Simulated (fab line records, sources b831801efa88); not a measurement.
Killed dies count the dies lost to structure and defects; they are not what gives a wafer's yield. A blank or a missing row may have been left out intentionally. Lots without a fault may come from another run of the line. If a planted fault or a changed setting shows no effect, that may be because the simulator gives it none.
The tool behind it: which one? | flow sky130 | 38 wafers sampled from 13 lots at 1 step of a route of 708

## WHAT EACH GAUGE READ, for each wafer
SKY_FIELD_ISO_BOW_MEAS_00.
lot  | measured    | on           | INCOMING_BOW (um)
L837 | day 1 10:01 | filmMetro-04 | 2 -14 11
L838 | day 1 15:01 | filmMetro-04 | 4 8 6
L839 | day 1 20:02 | filmMetro-02 | 3 -8 -11
L841 | day 2 06:00 | filmMetro-03 | -6 3 1
L844 | day 2 21:02 | filmMetro-04 | 1 1 2
L847 | day 3 12:04 | filmMetro-02 | -2 3
L849 | day 3 22:00 | filmMetro-02 | 2 -11 0
L854 | day 4 23:00 | filmMetro-03 | 6 6 5
L855 | day 5 04:01 | filmMetro-04 | 7 3 0
L857 | day 5 14:00 | filmMetro-04 | 2 3 12
L858 | day 5 19:00 | filmMetro-03 | 8 -1 4
L859 | day 6 00:02 | filmMetro-04 | -11 0 -9
L860 | day 6 05:00 | filmMetro-04 | -11 0 -3

## WHAT TOOL EACH LOT RAN ON (gives the tool, then ch and the chambers of the sampled wafers, and finally the start)
Record: no process step prior to these readings.

## AS READ BY THE TOOLS THEMSELVES (means over the sampled wafers that have a number; for cases with no such wafer, the mark the record gives instead)
The record holds no such reading with a usual standard deviation.

## THE ANSWER, worked out from the rows above alone
Rule: the lots themselves supply what counts as usual. The widest of any qualifying gaps counts: lots, ordered by their means at a reading, are off when they make up no more than a third of the lots, leave a main group of 4 or more, and stand apart from it by 3 or more times the standard deviation of that group's means. The tables above print the reading to a certain number of digits; a main group whose means all agree to those digits is not used. Also off: a lot with no number at a reading for which 4 or more lots have one. All remaining lots with rows at the step are treated as sound. First the gauges in route order, then the tools' own readings, where a lot's mean is used as printed above. The first step at which some lot is off is used, and at that step the reading that is off furthest; a lot without a number counts as furthest.
No lot is off at any reading shown: from this, nothing can be told.

## WHAT HAD BEEN PUT IN BY THE SIMULATOR
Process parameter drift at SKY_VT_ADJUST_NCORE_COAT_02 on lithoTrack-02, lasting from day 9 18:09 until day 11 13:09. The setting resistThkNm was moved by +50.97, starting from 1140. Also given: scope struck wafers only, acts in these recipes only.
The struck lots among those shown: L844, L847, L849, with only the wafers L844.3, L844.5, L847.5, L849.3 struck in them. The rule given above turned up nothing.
